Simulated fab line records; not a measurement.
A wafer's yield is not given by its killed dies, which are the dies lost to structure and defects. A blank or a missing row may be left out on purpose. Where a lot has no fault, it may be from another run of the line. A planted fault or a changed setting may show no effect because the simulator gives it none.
Which tool did it? || flow sky130 || Sampling: 24 lots, 72 wafers, 6 of 708 route steps

== WHAT THE GAUGES READ, wafer by wafer ==
SKY_SD_N_OVL_MEAS_08. Usual: SD_N_OVL 0.3 nm, standard deviation 1.5.
{"lot": "L074", "measured": "day 28 06:29", "on": "overlay-01", "SD_N_OVL (nm)": "2.8 2.1 2.9", "flag": ""}
{"lot": "L075", "measured": "day 28 11:35", "on": "overlay-02", "SD_N_OVL (nm)": "0.7 -0.9 0.5", "flag": ""}
{"lot": "L076", "measured": "day 29 06:47", "on": "overlay-02", "SD_N_OVL (nm)": "2.6 1.3 2.0", "flag": ""}
{"lot": "L077", "measured": "day 29 08:52", "on": "overlay-02", "SD_N_OVL (nm)": "-0.8 -0.4 -0.9", "flag": ""}
{"lot": "L078", "measured": "day 29 23:32", "on": "overlay-01", "SD_N_OVL (nm)": "-0.5 1.7 1.6", "flag": ""}
{"lot": "L079", "measured": "day 30 06:44", "on": "overlay-02", "SD_N_OVL (nm)": "-0.7 -1.1 -1.5", "flag": ""}
{"lot": "L080", "measured": "day 30 12:11", "on": "overlay-01", "SD_N_OVL (nm)": "-1.0 0.4 1.8", "flag": ""}
{"lot": "L081", "measured": "day 30 10:59", "on": "overlay-02", "SD_N_OVL (nm)": "2.2 1.0 0.1", "flag": ""}
{"lot": "L082", "measured": "day 31 03:32", "on": "overlay-01", "SD_N_OVL (nm)": "0.5 3.1 -0.7", "flag": ""}
{"lot": "L083", "measured": "day 31 08:05", "on": "overlay-01", "SD_N_OVL (nm)": "-1.3 -1.0 -1.2", "flag": ""}
{"lot": "L084", "measured": "day 31 11:20", "on": "overlay-02", "SD_N_OVL (nm)": "-0.1 -2.2 -1.5", "flag": ""}
{"lot": "L085", "measured": "day 32 04:13", "on": "overlay-01", "SD_N_OVL (nm)": "-0.1 -0.7 -0.4", "flag": ""}
{"lot": "L086", "measured": "day 32 10:11", "on": "overlay-02", "SD_N_OVL (nm)": "-0.8 0.9 0.6", "flag": ""}
{"lot": "L087", "measured": "day 32 15:06", "on": "overlay-02", "SD_N_OVL (nm)": "-0.4 -0.6 -0.7", "flag": ""}
{"lot": "L088", "measured": "day 32 18:53", "on": "overlay-02", "SD_N_OVL (nm)": "-2.7 -1.1 -1.0", "flag": ""}
{"lot": "L089", "measured": "day 33 01:57", "on": "overlay-01", "SD_N_OVL (nm)": "-0.9 -1.0 0.3", "flag": ""}
{"lot": "L090", "measured": "day 33 10:29", "on": "overlay-02", "SD_N_OVL (nm)": "0.6 0.3 -1.4", "flag": ""}
{"lot": "L091", "measured": "day 33 17:50", "on": "overlay-01", "SD_N_OVL (nm)": "0.1 0.2 -1.0", "flag": ""}
{"lot": "L092", "measured": "day 34 05:38", "on": "overlay-02", "SD_N_OVL (nm)": "1.5 1.0 2.1", "flag": ""}
{"lot": "L093", "measured": "day 34 07:41", "on": "overlay-02", "SD_N_OVL (nm)": "1.6 2.8 2.2", "flag": ""}
{"lot": "L094", "measured": "day 35 00:08", "on": "overlay-01", "SD_N_OVL (nm)": "3.5 4.0 2.7", "flag": ""}
{"lot": "L095", "measured": "day 34 23:22", "on": "overlay-02", "SD_N_OVL (nm)": "1.9 0.6 1.4", "flag": ""}
{"lot": "L096", "measured": "day 35 04:04", "on": "overlay-01", "SD_N_OVL (nm)": "-0.3 0.6 0.5", "flag": ""}
{"lot": "L097", "measured": "day 35 06:26", "on": "overlay-02", "SD_N_OVL (nm)": "-1.8 -1.0 -1.1", "flag": ""}

SKY_PAD_OPEN_BOW_MEAS_13. Usual: PAD_OPEN_BOW 46 um, standard deviation 9.4.
{"lot": "L074", "measured": "day 46 03:02", "on": "filmMetro-02", "PAD_OPEN_BOW (um)": "32 44 43", "flag": ""}
{"lot": "L075", "measured": "day 46 08:13", "on": "filmMetro-04", "PAD_OPEN_BOW (um)": "51 48 48", "flag": ""}
{"lot": "L076", "measured": "day 46 22:40", "on": "filmMetro-02", "PAD_OPEN_BOW (um)": "46 45 48", "flag": ""}
{"lot": "L077", "measured": "day 47 01:00", "on": "filmMetro-02", "PAD_OPEN_BOW (um)": "39 38 56", "flag": ""}
{"lot": "L078", "measured": "day 47 10:34", "on": "filmMetro-04", "PAD_OPEN_BOW (um)": "52 25 42", "flag": ""}
{"lot": "L079", "measured": "day 47 15:54", "on": "filmMetro-04", "PAD_OPEN_BOW (um)": "63 48 47", "flag": ""}
{"lot": "L080", "measured": "day 47 19:09", "on": "filmMetro-04", "PAD_OPEN_BOW (um)": "40 50 39", "flag": ""}
{"lot": "L081", "measured": "day 47 18:31", "on": "filmMetro-02", "PAD_OPEN_BOW (um)": "47 54 47", "flag": ""}
{"lot": "L082", "measured": "day 48 05:08", "on": "filmMetro-04", "PAD_OPEN_BOW (um)": "58 53 57", "flag": ""}
{"lot": "L083", "measured": "day 48 09:10", "on": "filmMetro-02", "PAD_OPEN_BOW (um)": "46 52 42", "flag": ""}
{"lot": "L084", "measured": "day 48 12:28", "on": "filmMetro-04", "PAD_OPEN_BOW (um)": "53 49 46", "flag": ""}
{"lot": "L085", "measured": "day 48 21:25", "on": "filmMetro-01", "PAD_OPEN_BOW (um)": "43 45 53", "flag": ""}
{"lot": "L086", "measured": "day 49 00:41", "on": "filmMetro-01", "PAD_OPEN_BOW (um)": "37 42 43", "flag": ""}
{"lot": "L087", "measured": "day 49 08:09", "on": "filmMetro-02", "PAD_OPEN_BOW (um)": "49 43 48", "flag": ""}
{"lot": "L088", "measured": "day 49 08:48", "on": "filmMetro-02", "PAD_OPEN_BOW (um)": "41 38 33", "flag": ""}
{"lot": "L089", "measured": "day 49 15:17", "on": "filmMetro-02", "PAD_OPEN_BOW (um)": "50 59 57", "flag": ""}
{"lot": "L090", "measured": "day 49 19:32", "on": "filmMetro-01", "PAD_OPEN_BOW (um)": "46 48 41", "flag": ""}
{"lot": "L091", "measured": "day 50 00:50", "on": "filmMetro-02", "PAD_OPEN_BOW (um)": "34 51 46", "flag": ""}
{"lot": "L092", "measured": "day 50 07:07", "on": "filmMetro-01", "PAD_OPEN_BOW (um)": "42 37 28", "flag": ""}
{"lot": "L093", "measured": "day 50 10:05", "on": "filmMetro-02", "PAD_OPEN_BOW (um)": "39 29 33", "flag": ""}
{"lot": "L094", "measured": "day 50 19:29", "on": "filmMetro-01", "PAD_OPEN_BOW (um)": "45 34 50", "flag": ""}
{"lot": "L095", "measured": "day 50 17:05", "on": "filmMetro-04", "PAD_OPEN_BOW (um)": "37 45 27", "flag": ""}
{"lot": "L096", "measured": "day 50 21:29", "on": "filmMetro-04", "PAD_OPEN_BOW (um)": "53 59 62", "flag": ""}
{"lot": "L097", "measured": "day 50 22:21", "on": "filmMetro-04", "PAD_OPEN_BOW (um)": "74 58 63", "flag": ""}

== WHICH TOOL RAN EACH LOT (tool, then ch and the chambers of the sampled wafers, then the start) ==
{"lot": "L074", "SKY_VT_ADJUST_HVTP_STRIP_10": "plasmaAsher-02 ch 0,1, day 6 06:05", "SKY_METAL1_SPUTTER_01": "pvdSputter-03, day 31 23:10", "SKY_VIA1_CMP_24": "cmp-01 ch 0,1,3, day 34 08:59", "SKY_METAL4_SPUTTER_01": "pvdSputter-04, day 40 02:06"}
{"lot": "L075", "SKY_VT_ADJUST_HVTP_STRIP_10": "plasmaAsher-02 ch 0,1, day 6 09:41", "SKY_METAL1_SPUTTER_01": "pvdSputter-01, day 32 06:10", "SKY_VIA1_CMP_24": "cmp-02 ch 0,1,3, day 34 14:41", "SKY_METAL4_SPUTTER_01": "pvdSputter-02, day 40 09:14"}
{"lot": "L076", "SKY_VT_ADJUST_HVTP_STRIP_10": "plasmaAsher-02 ch 0,1, day 6 17:47", "SKY_METAL1_SPUTTER_01": "pvdSputter-02, day 32 23:50", "SKY_VIA1_CMP_24": "cmp-01 ch 1,2,3, day 35 08:16", "SKY_METAL4_SPUTTER_01": "pvdSputter-03, day 40 23:44"}
{"lot": "L077", "SKY_VT_ADJUST_HVTP_STRIP_10": "plasmaAsher-01 ch 0,1, day 7 05:23", "SKY_METAL1_SPUTTER_01": "pvdSputter-03, day 33 02:24", "SKY_VIA1_CMP_24": "cmp-01 ch 1,2,3, day 35 10:16", "SKY_METAL4_SPUTTER_01": "pvdSputter-03, day 41 03:01"}
{"lot": "L078", "SKY_VT_ADJUST_HVTP_STRIP_10": "plasmaAsher-01 ch 0, day 7 08:08", "SKY_METAL1_SPUTTER_01": "pvdSputter-03, day 33 16:17", "SKY_VIA1_CMP_24": "cmp-02 ch 2,3, day 36 00:02", "SKY_METAL4_SPUTTER_01": "pvdSputter-04, day 41 14:51"}
{"lot": "L079", "SKY_VT_ADJUST_HVTP_STRIP_10": "plasmaAsher-01 ch 0, day 7 14:56", "SKY_METAL1_SPUTTER_01": "pvdSputter-02, day 33 23:23", "SKY_VIA1_CMP_24": "cmp-01 ch 1,2,3, day 36 07:11", "SKY_METAL4_SPUTTER_01": "pvdSputter-03, day 41 21:13"}
{"lot": "L080", "SKY_VT_ADJUST_HVTP_STRIP_10": "plasmaAsher-02 ch 0,1, day 7 20:32", "SKY_METAL1_SPUTTER_01": "pvdSputter-02, day 34 03:50", "SKY_VIA1_CMP_24": "cmp-01 ch 0,1,3, day 36 11:46", "SKY_METAL4_SPUTTER_01": "pvdSputter-03, day 42 00:34"}
{"lot": "L081", "SKY_VT_ADJUST_HVTP_STRIP_10": "plasmaAsher-01 ch 0,1, day 7 21:32", "SKY_METAL1_SPUTTER_01": "pvdSputter-01, day 34 03:19", "SKY_VIA1_CMP_24": "cmp-02 ch 1,2,3, day 36 10:37", "SKY_METAL4_SPUTTER_01": "pvdSputter-02, day 41 22:31"}
{"lot": "L082", "SKY_VT_ADJUST_HVTP_STRIP_10": "plasmaAsher-02 ch 0,1, day 8 06:53", "SKY_METAL1_SPUTTER_01": "pvdSputter-01, day 34 18:38", "SKY_VIA1_CMP_24": "cmp-02 ch 0,1,2, day 37 01:04", "SKY_METAL4_SPUTTER_01": "pvdSputter-04, day 42 11:56"}
{"lot": "L083", "SKY_VT_ADJUST_HVTP_STRIP_10": "plasmaAsher-02 ch 0,1, day 8 16:05", "SKY_METAL1_SPUTTER_01": "pvdSputter-03, day 34 23:55", "SKY_VIA1_CMP_24": "cmp-02 ch 0,2, day 37 06:26", "SKY_METAL4_SPUTTER_01": "pvdSputter-04, day 42 16:58"}
{"lot": "L084", "SKY_VT_ADJUST_HVTP_STRIP_10": "plasmaAsher-02 ch 0, day 8 17:38", "SKY_METAL1_SPUTTER_01": "pvdSputter-03, day 35 02:23", "SKY_VIA1_CMP_24": "cmp-01 ch 0,1, day 37 09:59", "SKY_METAL4_SPUTTER_01": "pvdSputter-04, day 42 21:16"}
{"lot": "L085", "SKY_VT_ADJUST_HVTP_STRIP_10": "plasmaAsher-03 ch 0,1, day 9 02:52", "SKY_METAL1_SPUTTER_01": "pvdSputter-01, day 35 18:19", "SKY_VIA1_CMP_24": "cmp-02 ch 0,1,2, day 38 00:34", "SKY_METAL4_SPUTTER_01": "pvdSputter-03, day 43 09:12"}
{"lot": "L086", "SKY_VT_ADJUST_HVTP_STRIP_10": "plasmaAsher-02 ch 0,1, day 9 08:13", "SKY_METAL1_SPUTTER_01": "pvdSputter-01, day 35 23:22", "SKY_VIA1_CMP_24": "cmp-01 ch 0,2,3, day 38 06:11", "SKY_METAL4_SPUTTER_01": "pvdSputter-02, day 43 15:23"}
{"lot": "L087", "SKY_VT_ADJUST_HVTP_STRIP_10": "plasmaAsher-01 ch 0,1, day 9 11:01", "SKY_METAL1_SPUTTER_01": "pvdSputter-02, day 36 06:30", "SKY_VIA1_CMP_24": "cmp-02 ch 0,2,3, day 38 12:41", "SKY_METAL4_SPUTTER_01": "pvdSputter-02, day 43 22:35"}
{"lot": "L088", "SKY_VT_ADJUST_HVTP_STRIP_10": "plasmaAsher-01 ch 0,1, day 9 20:22", "SKY_METAL1_SPUTTER_01": "pvdSputter-02, day 36 07:55", "SKY_VIA1_CMP_24": "cmp-01 ch 0,3, day 38 15:01", "SKY_METAL4_SPUTTER_01": "pvdSputter-04, day 43 23:16"}
{"lot": "L089", "SKY_VT_ADJUST_HVTP_STRIP_10": "plasmaAsher-02 ch 0,1, day 10 01:35", "SKY_METAL1_SPUTTER_01": "pvdSputter-01, day 36 14:32", "SKY_VIA1_CMP_24": "cmp-01 ch 0,2,3, day 38 21:03", "SKY_METAL4_SPUTTER_01": "pvdSputter-02, day 44 06:16"}
{"lot": "L090", "SKY_VT_ADJUST_HVTP_STRIP_10": "plasmaAsher-03 ch 0,1, day 10 09:50", "SKY_METAL1_SPUTTER_01": "pvdSputter-03, day 36 23:34", "SKY_VIA1_CMP_24": "cmp-01 ch 0,2, day 39 06:20", "SKY_METAL4_SPUTTER_01": "pvdSputter-03, day 44 13:13"}
{"lot": "L091", "SKY_VT_ADJUST_HVTP_STRIP_10": "plasmaAsher-02 ch 1, day 10 14:34", "SKY_METAL1_SPUTTER_01": "pvdSputter-02, day 37 07:01", "SKY_VIA1_CMP_24": "cmp-01 ch 1,2, day 39 13:23", "SKY_METAL4_SPUTTER_01": "pvdSputter-04, day 44 20:31"}
{"lot": "L092", "SKY_VT_ADJUST_HVTP_STRIP_10": "plasmaAsher-01 ch 0, day 10 22:23", "SKY_METAL1_SPUTTER_01": "pvdSputter-03, day 37 19:26", "SKY_VIA1_CMP_24": "cmp-01 ch 1,2, day 40 01:10", "SKY_METAL4_SPUTTER_01": "pvdSputter-02, day 45 05:28"}
{"lot": "L093", "SKY_VT_ADJUST_HVTP_STRIP_10": "plasmaAsher-02 ch 0,1, day 11 05:38", "SKY_METAL1_SPUTTER_01": "pvdSputter-02, day 37 20:09", "SKY_VIA1_CMP_24": "cmp-01 ch 1,2, day 40 01:31", "SKY_METAL4_SPUTTER_01": "pvdSputter-02, day 45 06:43"}
{"lot": "L094", "SKY_VT_ADJUST_HVTP_STRIP_10": "plasmaAsher-01 ch 0,1, day 11 14:02", "SKY_METAL1_SPUTTER_01": "pvdSputter-02, day 38 12:14", "SKY_VIA1_CMP_24": "cmp-02 ch 1,2, day 40 18:10", "SKY_METAL4_SPUTTER_01": "pvdSputter-04, day 45 21:32"}
{"lot": "L095", "SKY_VT_ADJUST_HVTP_STRIP_10": "plasmaAsher-03 ch 0,1, day 11 19:17", "SKY_METAL1_SPUTTER_01": "pvdSputter-01, day 38 11:37", "SKY_VIA1_CMP_24": "cmp-02 ch 0,2,3, day 40 17:19", "SKY_METAL4_SPUTTER_01": "pvdSputter-02, day 45 18:40"}
{"lot": "L096", "SKY_VT_ADJUST_HVTP_STRIP_10": "plasmaAsher-01 ch 0,1, day 12 00:19", "SKY_METAL1_SPUTTER_01": "pvdSputter-03, day 38 15:46", "SKY_VIA1_CMP_24": "cmp-01 ch 1,2,3, day 40 20:49", "SKY_METAL4_SPUTTER_01": "pvdSputter-02, day 45 23:13"}
{"lot": "L097", "SKY_VT_ADJUST_HVTP_STRIP_10": "plasmaAsher-01 ch 0,1, day 12 06:43", "SKY_METAL1_SPUTTER_01": "pvdSputter-02, day 38 18:37", "SKY_VIA1_CMP_24": "cmp-02 ch 0,2, day 40 23:23", "SKY_METAL4_SPUTTER_01": "pvdSputter-02, day 46 00:44"}
- SKY_VT_ADJUST_HVTP_STRIP_10: strips in O2/N2.
- SKY_METAL1_SPUTTER_01: material TiN, target thk 20 nm, time 16.7 s.
- SKY_VIA1_CMP_24: polishes, stops on SiO2, t overpolish 15 s, target thk 0 nm.
- SKY_METAL4_SPUTTER_01: material TiN, target thk 20 nm, time 16.7 s.

== WHAT THE TOOLS THEMSELVES READ (means of the sampled wafers that have a number; where no wafer has one, the mark that the record gives instead) ==
SKY_VT_ADJUST_HVTP_STRIP_10. Usual: drypumpMotorCurrentA 5.5 A, standard deviation 0.36; oesProductAu 0.715 a.u., standard deviation 0.0049; stripTimeToEndpointS 14.19 s, standard deviation 0.039.
{"lot": "L074", "tool": "plasmaAsher-02", "drypumpMotorCurrentA (A)": 5.6, "oesProductAu (a.u.)": 0.714, "stripTimeToEndpointS (s)": 14.25, "flag": ""}
{"lot": "L075", "tool": "plasmaAsher-02", "drypumpMotorCurrentA (A)": 5.6, "oesProductAu (a.u.)": 0.715, "stripTimeToEndpointS (s)": 14.17, "flag": ""}
{"lot": "L076", "tool": "plasmaAsher-02", "drypumpMotorCurrentA (A)": 5.5, "oesProductAu (a.u.)": 0.717, "stripTimeToEndpointS (s)": 14.17, "flag": ""}
{"lot": "L077", "tool": "plasmaAsher-01", "drypumpMotorCurrentA (A)": 5.3, "oesProductAu (a.u.)": 0.710, "stripTimeToEndpointS (s)": 14.19, "flag": ""}
{"lot": "L078", "tool": "plasmaAsher-01", "drypumpMotorCurrentA (A)": 5.2, "oesProductAu (a.u.)": 0.715, "stripTimeToEndpointS (s)": 14.23, "flag": ""}
{"lot": "L079", "tool": "plasmaAsher-01", "drypumpMotorCurrentA (A)": 5.2, "oesProductAu (a.u.)": 0.717, "stripTimeToEndpointS (s)": 14.22, "flag": ""}
{"lot": "L080", "tool": "plasmaAsher-02", "drypumpMotorCurrentA (A)": 5.5, "oesProductAu (a.u.)": 0.714, "stripTimeToEndpointS (s)": 14.19, "flag": ""}
{"lot": "L081", "tool": "plasmaAsher-01", "drypumpMotorCurrentA (A)": 5.3, "oesProductAu (a.u.)": 0.716, "stripTimeToEndpointS (s)": 14.15, "flag": ""}
{"lot": "L082", "tool": "plasmaAsher-02", "drypumpMotorCurrentA (A)": 5.5, "oesProductAu (a.u.)": 0.719, "stripTimeToEndpointS (s)": 14.15, "flag": ""}
{"lot": "L083", "tool": "plasmaAsher-02", "drypumpMotorCurrentA (A)": 5.5, "oesProductAu (a.u.)": 0.712, "stripTimeToEndpointS (s)": 14.19, "flag": ""}
{"lot": "L084", "tool": "plasmaAsher-02", "drypumpMotorCurrentA (A)": 5.7, "oesProductAu (a.u.)": 0.716, "stripTimeToEndpointS (s)": 14.18, "flag": ""}
{"lot": "L085", "tool": "plasmaAsher-03", "drypumpMotorCurrentA (A)": 6.2, "oesProductAu (a.u.)": 0.711, "stripTimeToEndpointS (s)": 14.18, "flag": ""}
{"lot": "L086", "tool": "plasmaAsher-02", "drypumpMotorCurrentA (A)": 5.6, "oesProductAu (a.u.)": 0.719, "stripTimeToEndpointS (s)": 14.14, "flag": ""}
{"lot": "L087", "tool": "plasmaAsher-01", "drypumpMotorCurrentA (A)": 5.3, "oesProductAu (a.u.)": 0.712, "stripTimeToEndpointS (s)": 14.15, "flag": ""}
{"lot": "L088", "tool": "plasmaAsher-01", "drypumpMotorCurrentA (A)": 5.3, "oesProductAu (a.u.)": 0.712, "stripTimeToEndpointS (s)": 14.19, "flag": ""}
{"lot": "L089", "tool": "plasmaAsher-02", "drypumpMotorCurrentA (A)": 5.5, "oesProductAu (a.u.)": 0.709, "stripTimeToEndpointS (s)": 14.21, "flag": ""}
{"lot": "L090", "tool": "plasmaAsher-03", "drypumpMotorCurrentA (A)": 6.4, "oesProductAu (a.u.)": 0.715, "stripTimeToEndpointS (s)": 14.13, "flag": ""}
{"lot": "L091", "tool": "plasmaAsher-02", "drypumpMotorCurrentA (A)": 5.4, "oesProductAu (a.u.)": 0.713, "stripTimeToEndpointS (s)": 14.16, "flag": ""}
{"lot": "L092", "tool": "plasmaAsher-01", "drypumpMotorCurrentA (A)": 5.2, "oesProductAu (a.u.)": 0.719, "stripTimeToEndpointS (s)": 14.20, "flag": ""}
{"lot": "L093", "tool": "plasmaAsher-02", "drypumpMotorCurrentA (A)": 5.6, "oesProductAu (a.u.)": 0.716, "stripTimeToEndpointS (s)": 14.22, "flag": ""}
{"lot": "L094", "tool": "plasmaAsher-01", "drypumpMotorCurrentA (A)": 5.3, "oesProductAu (a.u.)": 0.719, "stripTimeToEndpointS (s)": 14.20, "flag": ""}
{"lot": "L095", "tool": "plasmaAsher-03", "drypumpMotorCurrentA (A)": 6.1, "oesProductAu (a.u.)": 0.713, "stripTimeToEndpointS (s)": 14.24, "flag": ""}
{"lot": "L096", "tool": "plasmaAsher-01", "drypumpMotorCurrentA (A)": 5.3, "oesProductAu (a.u.)": 0.718, "stripTimeToEndpointS (s)": 14.12, "flag": ""}
{"lot": "L097", "tool": "plasmaAsher-01", "drypumpMotorCurrentA (A)": 5.3, "oesProductAu (a.u.)": 0.712, "stripTimeToEndpointS (s)": 14.18, "flag": ""}

SKY_METAL1_SPUTTER_01. Usual: 29.9 % for throttleValvePct, sd 1.1.
{"lot": "L074", "tool": "pvdSputter-03", "throttleValvePct (%)": 29.7, "flag": ""}
{"lot": "L075", "tool": "pvdSputter-01", "throttleValvePct (%)": 28.2, "flag": ""}
{"lot": "L076", "tool": "pvdSputter-02", "throttleValvePct (%)": 29.8, "flag": ""}
{"lot": "L077", "tool": "pvdSputter-03", "throttleValvePct (%)": 29.6, "flag": ""}
{"lot": "L078", "tool": "pvdSputter-03", "throttleValvePct (%)": 29.4, "flag": ""}
{"lot": "L079", "tool": "pvdSputter-02", "throttleValvePct (%)": 30.0, "flag": ""}
{"lot": "L080", "tool": "pvdSputter-02", "throttleValvePct (%)": 30.9, "flag": ""}
{"lot": "L081", "tool": "pvdSputter-01", "throttleValvePct (%)": 30.0, "flag": ""}
{"lot": "L082", "tool": "pvdSputter-01", "throttleValvePct (%)": 30.3, "flag": ""}
{"lot": "L083", "tool": "pvdSputter-03", "throttleValvePct (%)": 29.7, "flag": ""}
{"lot": "L084", "tool": "pvdSputter-03", "throttleValvePct (%)": 29.6, "flag": ""}
{"lot": "L085", "tool": "pvdSputter-01", "throttleValvePct (%)": 30.1, "flag": ""}
{"lot": "L086", "tool": "pvdSputter-01", "throttleValvePct (%)": 29.8, "flag": ""}
{"lot": "L087", "tool": "pvdSputter-02", "throttleValvePct (%)": 30.6, "flag": ""}
{"lot": "L088", "tool": "pvdSputter-02", "throttleValvePct (%)": 29.1, "flag": ""}
{"lot": "L089", "tool": "pvdSputter-01", "throttleValvePct (%)": 30.0, "flag": ""}
{"lot": "L090", "tool": "pvdSputter-03", "throttleValvePct (%)": 29.8, "flag": ""}
{"lot": "L091", "tool": "pvdSputter-02", "throttleValvePct (%)": 30.3, "flag": ""}
{"lot": "L092", "tool": "pvdSputter-03", "throttleValvePct (%)": 30.2, "flag": ""}
{"lot": "L093", "tool": "pvdSputter-02", "throttleValvePct (%)": 29.4, "flag": ""}
{"lot": "L094", "tool": "pvdSputter-02", "throttleValvePct (%)": 29.2, "flag": ""}
{"lot": "L095", "tool": "pvdSputter-01", "throttleValvePct (%)": 30.5, "flag": ""}
{"lot": "L096", "tool": "pvdSputter-03", "throttleValvePct (%)": 29.7, "flag": ""}
{"lot": "L097", "tool": "pvdSputter-02", "throttleValvePct (%)": 29.9, "flag": ""}

SKY_VIA1_CMP_24. Usual: motorCurrentA 11.0 A, standard deviation 0.66; overpolishRunS 15.000 s, standard deviation 0.0094; timeToEndpointS 65 s, standard deviation 4.4.
{"lot": "L074", "tool": "cmp-01", "motorCurrentA (A)": 11.3, "overpolishRunS (s)": 15.002, "timeToEndpointS (s)": 65, "flag": ""}
{"lot": "L075", "tool": "cmp-02", "motorCurrentA (A)": 11.0, "overpolishRunS (s)": 14.994, "timeToEndpointS (s)": 59, "flag": ""}
{"lot": "L076", "tool": "cmp-01", "motorCurrentA (A)": 11.1, "overpolishRunS (s)": 15.000, "timeToEndpointS (s)": 68, "flag": ""}
{"lot": "L077", "tool": "cmp-01", "motorCurrentA (A)": 11.0, "overpolishRunS (s)": 14.998, "timeToEndpointS (s)": 69, "flag": ""}
{"lot": "L078", "tool": "cmp-02", "motorCurrentA (A)": 11.0, "overpolishRunS (s)": 15.006, "timeToEndpointS (s)": 62, "flag": ""}
{"lot": "L079", "tool": "cmp-01", "motorCurrentA (A)": 10.9, "overpolishRunS (s)": 14.993, "timeToEndpointS (s)": 66, "flag": ""}
{"lot": "L080", "tool": "cmp-01", "motorCurrentA (A)": 11.1, "overpolishRunS (s)": 15.007, "timeToEndpointS (s)": 70, "flag": ""}
{"lot": "L081", "tool": "cmp-02", "motorCurrentA (A)": 10.2, "overpolishRunS (s)": 14.996, "timeToEndpointS (s)": 63, "flag": ""}
{"lot": "L082", "tool": "cmp-02", "motorCurrentA (A)": 11.2, "overpolishRunS (s)": 14.996, "timeToEndpointS (s)": 62, "flag": ""}
{"lot": "L083", "tool": "cmp-02", "motorCurrentA (A)": 11.3, "overpolishRunS (s)": 14.997, "timeToEndpointS (s)": 62, "flag": ""}
{"lot": "L084", "tool": "cmp-01", "motorCurrentA (A)": 11.7, "overpolishRunS (s)": 15.001, "timeToEndpointS (s)": 61, "flag": ""}
{"lot": "L085", "tool": "cmp-02", "motorCurrentA (A)": 11.0, "overpolishRunS (s)": 15.001, "timeToEndpointS (s)": 66, "flag": ""}
{"lot": "L086", "tool": "cmp-01", "motorCurrentA (A)": 11.4, "overpolishRunS (s)": 15.000, "timeToEndpointS (s)": 72, "flag": ""}
{"lot": "L087", "tool": "cmp-02", "motorCurrentA (A)": 10.7, "overpolishRunS (s)": 15.005, "timeToEndpointS (s)": 66, "flag": ""}
{"lot": "L088", "tool": "cmp-01", "motorCurrentA (A)": 11.3, "overpolishRunS (s)": 14.991, "timeToEndpointS (s)": 67, "flag": ""}
{"lot": "L089", "tool": "cmp-01", "motorCurrentA (A)": 11.2, "overpolishRunS (s)": 15.007, "timeToEndpointS (s)": 70, "flag": ""}
{"lot": "L090", "tool": "cmp-01", "motorCurrentA (A)": 11.3, "overpolishRunS (s)": 14.995, "timeToEndpointS (s)": 64, "flag": ""}
{"lot": "L091", "tool": "cmp-01", "motorCurrentA (A)": 11.1, "overpolishRunS (s)": 15.008, "timeToEndpointS (s)": 68, "flag": ""}
{"lot": "L092", "tool": "cmp-01", "motorCurrentA (A)": 11.1, "overpolishRunS (s)": 14.996, "timeToEndpointS (s)": 64, "flag": ""}
{"lot": "L093", "tool": "cmp-01", "motorCurrentA (A)": 11.0, "overpolishRunS (s)": 14.987, "timeToEndpointS (s)": 63, "flag": ""}
{"lot": "L094", "tool": "cmp-02", "motorCurrentA (A)": 10.3, "overpolishRunS (s)": 15.008, "timeToEndpointS (s)": 61, "flag": ""}
{"lot": "L095", "tool": "cmp-02", "motorCurrentA (A)": 10.9, "overpolishRunS (s)": 15.002, "timeToEndpointS (s)": 67, "flag": ""}
{"lot": "L096", "tool": "cmp-01", "motorCurrentA (A)": 10.9, "overpolishRunS (s)": 14.999, "timeToEndpointS (s)": 67, "flag": ""}
{"lot": "L097", "tool": "cmp-02", "motorCurrentA (A)": 11.5, "overpolishRunS (s)": 14.991, "timeToEndpointS (s)": 65, "flag": ""}

SKY_METAL4_SPUTTER_01. Usual: 29.7 % for throttleValvePct, sd 0.73.
{"lot": "L074", "tool": "pvdSputter-04", "throttleValvePct (%)": 29.3, "flag": ""}
{"lot": "L075", "tool": "pvdSputter-02", "throttleValvePct (%)": 30.3, "flag": ""}
{"lot": "L076", "tool": "pvdSputter-03", "throttleValvePct (%)": 29.6, "flag": ""}
{"lot": "L077", "tool": "pvdSputter-03", "throttleValvePct (%)": 29.6, "flag": ""}
{"lot": "L078", "tool": "pvdSputter-04", "throttleValvePct (%)": 29.2, "flag": ""}
{"lot": "L079", "tool": "pvdSputter-03", "throttleValvePct (%)": 29.6, "flag": ""}
{"lot": "L080", "tool": "pvdSputter-03", "throttleValvePct (%)": 29.6, "flag": ""}
{"lot": "L081", "tool": "pvdSputter-02", "throttleValvePct (%)": 29.8, "flag": ""}
{"lot": "L082", "tool": "pvdSputter-04", "throttleValvePct (%)": 29.6, "flag": ""}
{"lot": "L083", "tool": "pvdSputter-04", "throttleValvePct (%)": 29.5, "flag": ""}
{"lot": "L084", "tool": "pvdSputter-04", "throttleValvePct (%)": 29.0, "flag": ""}
{"lot": "L085", "tool": "pvdSputter-03", "throttleValvePct (%)": 29.0, "flag": ""}
{"lot": "L086", "tool": "pvdSputter-02", "throttleValvePct (%)": 29.2, "flag": ""}
{"lot": "L087", "tool": "pvdSputter-02", "throttleValvePct (%)": 30.2, "flag": ""}
{"lot": "L088", "tool": "pvdSputter-04", "throttleValvePct (%)": 29.2, "flag": ""}
{"lot": "L089", "tool": "pvdSputter-02", "throttleValvePct (%)": 29.9, "flag": ""}
{"lot": "L090", "tool": "pvdSputter-03", "throttleValvePct (%)": 30.2, "flag": ""}
{"lot": "L091", "tool": "pvdSputter-04", "throttleValvePct (%)": 29.6, "flag": ""}
{"lot": "L092", "tool": "pvdSputter-02", "throttleValvePct (%)": 29.3, "flag": ""}
{"lot": "L093", "tool": "pvdSputter-02", "throttleValvePct (%)": 29.6, "flag": ""}
{"lot": "L094", "tool": "pvdSputter-04", "throttleValvePct (%)": 29.6, "flag": ""}
{"lot": "L095", "tool": "pvdSputter-02", "throttleValvePct (%)": 30.2, "flag": ""}
{"lot": "L096", "tool": "pvdSputter-02", "throttleValvePct (%)": 29.4, "flag": ""}
{"lot": "L097", "tool": "pvdSputter-02", "throttleValvePct (%)": 29.8, "flag": ""}

== THE ANSWER, worked out from the rows above alone ==
Rule: a lot counts as off when the mean over its wafers that have a number is more than 3 standard deviations away from the usual mean. A lot without any number at a reading at which 4 lots or more have one is off too. All remaining lots with rows at the step are treated as sound. Order of review: gauges by route order, followed by the tools' own readings, for which a lot's mean as printed above is used. The first step at which some lot is off is used, and at that step the reading that is off furthest; a lot without a number counts as furthest.
None of the lots is off at any reading shown; this tells nothing.

== WHAT HAD BEEN PUT IN BY THE SIMULATOR ==
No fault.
